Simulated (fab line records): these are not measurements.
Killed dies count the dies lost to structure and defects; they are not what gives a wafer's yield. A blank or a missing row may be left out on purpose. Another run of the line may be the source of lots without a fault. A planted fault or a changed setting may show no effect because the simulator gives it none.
What tool caused it? | flow sky130 | Sampling: 12 lots, 36 wafers, 4 of 708 route steps

WHAT EACH GAUGE READ, for each wafer
SKY_NWELL_TW_MEAS_15.
lot  | measured    | on            | NWELL_TW
L277 | day 5 08:13 | film metro-04 | 1821 1833 1823
L278 | day 5 08:14 | film metro-03 | 1843 1845 1851
L279 | day 5 15:47 | film metro-03 | 1846 1841 1834
L280 | day 5 18:52 | film metro-03 | 1831 1842 1845
L281 | day 5 21:42 | film metro-02 | 1821 1811 1808
L283 | day 6 08:29 | film metro-02 | 1788 1780 1795
L284 | day 6 09:09 | film metro-02 | 1786 1798 1796
L286 | day 7 00:51 | film metro-03 | 1824 1825 1830
L289 | day 7 11:48 | film metro-03 | 1825 1827 1827
L290 | day 7 16:43 | film metro-02 | 1803 1811 1810
L291 | day 7 22:44 | film metro-02 | 1688 1688 1684
L292 | day 8 06:52 | film metro-02 | 1673 1681 1671

SKY_NWELL_RS_MEAS_29: measures by four-point-probe.
lot  | measured    | on            | NWELL_RS (ohm/sq)
L277 | day 6 02:51 | film metro-02 | 626.1 623.5 623.8
L278 | day 6 02:58 | film metro-04 | 625.7 623.8 623.0
L279 | day 6 11:10 | film metro-03 | 622.0 623.3 622.0
L280 | day 6 14:39 | film metro-04 | 625.2 625.0 624.1
L281 | day 6 17:07 | film metro-02 | 623.7 623.7 620.7
L283 | day 7 03:52 | film metro-03 | 627.7 627.0 627.0
L284 | day 7 04:41 | film metro-02 | 624.8 623.8 622.9
L286 | day 7 21:17 | film metro-04 | 627.3 627.7 625.7
L289 | day 8 07:54 | film metro-03 | 626.4 623.8 627.1
L290 | day 8 13:25 | film metro-03 | 625.4 624.3 624.8
L291 | day 8 19:42 | film metro-02 | 704.2 704.3 704.9
L292 | day 9 04:07 | film metro-04 | 710.0 710.6 710.7

SKY_VIA2_BOW_MEAS_03.
lot  | measured     | on            | VIA2_BOW (um)
L277 | day 35 23:29 | film metro-04 | 91 92 96
L278 | day 36 08:02 | film metro-04 | 83 80 99
L279 | day 36 19:22 | film metro-01 | 83 72 89
L280 | day 36 19:56 | film metro-04 | 91 88 97
L281 | day 37 00:59 | film metro-01 | 87 84 89
L283 | day 37 14:35 | film metro-04 | 86 97 85
L284 | day 37 17:54 | film metro-01 | 87 94 87
L286 | day 38 11:16 | film metro-03 | 80 82 82
L289 | day 39 00:15 | film metro-03 | 87 91 90
L290 | day 39 18:24 | film metro-04 | 92 81 91
L291 | day 39 17:03 | film metro-03 | 83 94 88
L292 | day 40 01:22 | film metro-03 | 82 75 83

WHAT TOOL EACH LOT RAN ON (gives the tool, then ch and the chambers of the sampled wafers, and finally the start)
lot  | SKY_NWELL_IMPLANT_11
L277 | implanter-03 ch 0, day 5 07:41
L278 | implanter-02 ch 0, day 5 07:42
L279 | implanter-03 ch 0, day 5 15:17
L280 | implanter-01 ch 0, day 5 18:19
L281 | implanter-01 ch 0, day 5 21:10
L283 | implanter-03 ch 0, day 6 07:57
L284 | implanter-02 ch 0, day 6 08:36
L286 | implanter-02 ch 0, day 7 00:19
L289 | implanter-03 ch 0, day 7 11:15
L290 | implanter-01 ch 0, day 7 16:11
L291 | implanter-01 ch 0, day 7 22:11
L292 | implanter-01 ch 0, day 8 06:20
- SKY_NWELL_IMPLANT_11

WHAT THE TOOLS THEMSELVES READ (means of the sampled wafers that have a number; where no wafer has one, the mark that the record gives instead)
SKY_NWELL_IMPLANT_11.
lot  | tool         | beam on s (s) | dose ions cm2 | faraday current uA
L277 | implanter-03 | 10.24         | 1.8984e+13    | 104.6
L278 | implanter-02 | 9.93          | 1.9016e+13    | 108.1
L279 | implanter-03 | 9.87          | 1.8996e+13    | 108.4
L280 | implanter-01 | 10.05         | 1.8979e+13    | 106.6
L281 | implanter-01 | 10.14         | 1.8997e+13    | 105.9
L283 | implanter-03 | 9.96          | 1.9015e+13    | 107.6
L284 | implanter-02 | 10.06         | 1.8990e+13    | 106.6
L286 | implanter-02 | 9.93          | 1.9002e+13    | 107.8
L289 | implanter-03 | 10.23         | 1.9009e+13    | 104.7
L290 | implanter-01 | 9.99          | 1.9006e+13    | 107.4
L291 | implanter-01 | 10.03         | 1.5053e+13    | 84.4
L292 | implanter-01 | 9.92          | 1.5031e+13    | 85.8

THE ANSWER, worked out from the rows above alone
Rule: the usual values come from the lots themselves. Put in order of their means at a reading, lots are off if they are a third of the lots or fewer, leave a main group of 4 or more, and stand apart from it by a gap of 3 or more times the standard deviation of the main group's means; of several such gaps the widest counts. Not used: any main group whose means are identical at the precision the tables above print for the reading. A lot without any number at a reading at which 4 lots or more have one is off too. The other lots that the step has rows for count as sound. The gauges are gone through in route order, then the tools' own readings, and for those a lot's mean is taken as printed above. The first step at which some lot is off is used, and at that step the reading that is off furthest; a lot without a number counts as furthest.
Off: L291, L292, seen at SKY_NWELL_TW_MEAS_15 (NWELL_TW). The main group: mean 1821, standard deviation 19.
A tool fits if, at a process step before that reading, it ran every lot that is off, and no sound lot after the first of them. The gauges at SKY_NWELL_TW_MEAS_15 aren't tried: what is off there is off at SKY_NWELL_IMPLANT_11 too, on other tools, and a gauge's error can't cause that. One candidate fits, namely implanter-01 at SKY_NWELL_IMPLANT_11. Its last sound lot is L290 (day 7 16:11), its first lot that is off L291 (day 7 22:11): a fault that began between those two fits.
The tool's own readings at SKY_NWELL_IMPLANT_11 bear it out: on the lots that are off they differ by more than 5 times the standard deviation of the sound lots' means. dose ions cm2 reads 1.5042e+13 there against 1.8999e+13 on the sound lots; faraday current uA reads 85.1 there against 106.8 on the sound lots.

WHAT THE SIMULATOR HAD INSERTED
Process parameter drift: implanter-01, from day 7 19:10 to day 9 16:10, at SKY_NWELL_IMPLANT_11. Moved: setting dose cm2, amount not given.
Lots struck among those shown: L291, L292. The rule given above showed the same thing.
